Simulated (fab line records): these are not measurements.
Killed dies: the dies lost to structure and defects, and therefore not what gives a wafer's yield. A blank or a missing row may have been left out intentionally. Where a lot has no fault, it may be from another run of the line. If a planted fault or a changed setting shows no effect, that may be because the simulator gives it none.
What tool caused it?	flow sky130	12 lots with 36 wafers sampled at 3 steps, on a route of 708 steps

## WHAT THE GAUGES SHOWED, per wafer
SKY_VIA4_BOW_MEAS_03. Usual: VIA4_BOW typically reads 80 um, with standard deviation 7.6.
lot	measured	on	VIA4_BOW (um)	flag
L791	day 41 12:26	film_metro-04	83 75 75	
L794	day 42 21:34	film_metro-02	83 81 80	
L797	day 43 12:34	film_metro-02	80 71 76	
L798	day 43 19:37	film_metro-04	86 80 80	
L799	day 44 00:56	film_metro-02	70 65 74	
L801	day 44 22:55	film_metro-02	86 77 80	
L802	day 44 23:44	film_metro-04	75 76 69	
L804	day 45 13:45	film_metro-02	81 82 83	
L805	day 45 18:38	film_metro-03	87 95 88	
L806	day 46 05:55	film_metro-02	73 73 84	
L812	day 47 11:18	film_metro-02	72 85 78	
L813	day 47 14:51	film_metro-02	74 73 87	

## TOOL THAT RAN EACH LOT (tool first, then ch and the chambers of the sampled wafers, then the start)
lot	SKY_METAL2_SPUTTER_04	SKY_METAL4_STRIP_19
L791	pvd_sputter-04, day 33 15:50	plasma_asher-02 ch 0,1, day 41 11:19
L794	pvd_sputter-04, day 35 06:35	plasma_asher-03 ch 0, day 42 20:25
L797	pvd_sputter-03, day 35 22:01	plasma_asher-04 ch 0,1, day 43 11:25
L798	pvd_sputter-04, day 36 06:56	plasma_asher-02 ch 0,1, day 43 18:28
L799	pvd_sputter-04, day 36 13:38	plasma_asher-02 ch 0,1, day 43 23:35
L801	pvd_sputter-02, day 37 14:48	plasma_asher-02 ch 0,1, day 44 21:46
L802	pvd_sputter-04, day 37 15:20	plasma_asher-03 ch 0,1, day 44 22:31
L804	pvd_sputter-04, day 38 06:39	plasma_asher-04 ch 0,1, day 45 12:31
L805	pvd_sputter-04, day 38 14:50	plasma_asher-03 ch 0,1, day 45 17:25
L806	pvd_sputter-02, day 39 02:37	plasma_asher-04 ch 0,1, day 46 04:22
L812	pvd_sputter-02, day 40 14:09	plasma_asher-03 ch 0,1, day 47 10:10
L813	pvd_sputter-03, day 40 17:50	plasma_asher-03 ch 0,1, day 47 13:37
- SKY_METAL2_SPUTTER_04: material TiN, target thk 70 nm, time 58.3 s.
- SKY_METAL4_STRIP_19: strips in O2/N2.

## AS READ BY THE TOOLS THEMSELVES (means over the sampled wafers that have a number; for cases with no such wafer, the mark the record gives instead)
SKY_METAL2_SPUTTER_04. Usual: chamber_pressure_pa 0.4001 Pa, standard deviation 0.00079; throttle_valve_pct 29.4 %, standard deviation 1.3.
lot	tool	chamber_pressure_pa (Pa)	throttle_valve_pct (%)	flag
L791	pvd_sputter-04	0.3998	29.5	
L794	pvd_sputter-04	0.4000	30.3	
L797	pvd_sputter-03	0.4011	29.3	
L798	pvd_sputter-04	0.3999	29.0	
L799	pvd_sputter-04	0.4001	29.3	
L801	pvd_sputter-02	0.4002	28.7	
L802	pvd_sputter-04	0.4002	30.0	
L804	pvd_sputter-04	0.3999	29.4	
L805	pvd_sputter-04	0.3999	29.6	
L806	pvd_sputter-02	0.3998	28.0	
L812	pvd_sputter-02	0.4003	30.6	
L813	pvd_sputter-03	0.3997	28.5	

SKY_METAL4_STRIP_19. Usual: drypump_motor_current_A 5.37 A, standard deviation 0.16; oes_product_au 0.502 a.u., standard deviation 0.0058; strip_time_to_endpoint_s 6.53 s, standard deviation 0.07.
lot	tool	drypump_motor_current_A (A)	oes_product_au (a.u.)	strip_time_to_endpoint_s (s)	flag
L791	plasma_asher-02	5.31	0.495	6.48	
L794	plasma_asher-03	5.37	0.496	6.44	
L797	plasma_asher-04	5.11	0.503	6.56	
L798	plasma_asher-02	5.34	0.498	6.48	
L799	plasma_asher-02	5.31	0.493	6.47	
L801	plasma_asher-02	5.32	0.507	6.59	
L802	plasma_asher-03	5.44	0.504	6.48	
L804	plasma_asher-04	5.28	0.501	6.40	
L805	plasma_asher-03	5.42	0.505	6.51	
L806	plasma_asher-04	5.27	0.509	6.60	
L812	plasma_asher-03	5.50	0.505	6.61	
L813	plasma_asher-03	5.43	0.507	6.67	

## THE ANSWER, worked out from the rows above alone
Rule: a lot is off if the mean of its wafers that have a number lies more than 3 standard deviations from the usual mean. Also off: a lot with no number at a reading for which 4 or more lots have one. Where the step has rows for the other lots, those lots are counted as sound. After the gauges, taken in route order, come the tools' own readings; for these a lot's mean is taken, as printed above. The first step at which some lot is off is used, and at that step the reading that is off furthest; a lot without a number counts as furthest.
None of the lots is off at any reading shown; this tells nothing.

## WHAT THE SIMULATOR HAD INSERTED
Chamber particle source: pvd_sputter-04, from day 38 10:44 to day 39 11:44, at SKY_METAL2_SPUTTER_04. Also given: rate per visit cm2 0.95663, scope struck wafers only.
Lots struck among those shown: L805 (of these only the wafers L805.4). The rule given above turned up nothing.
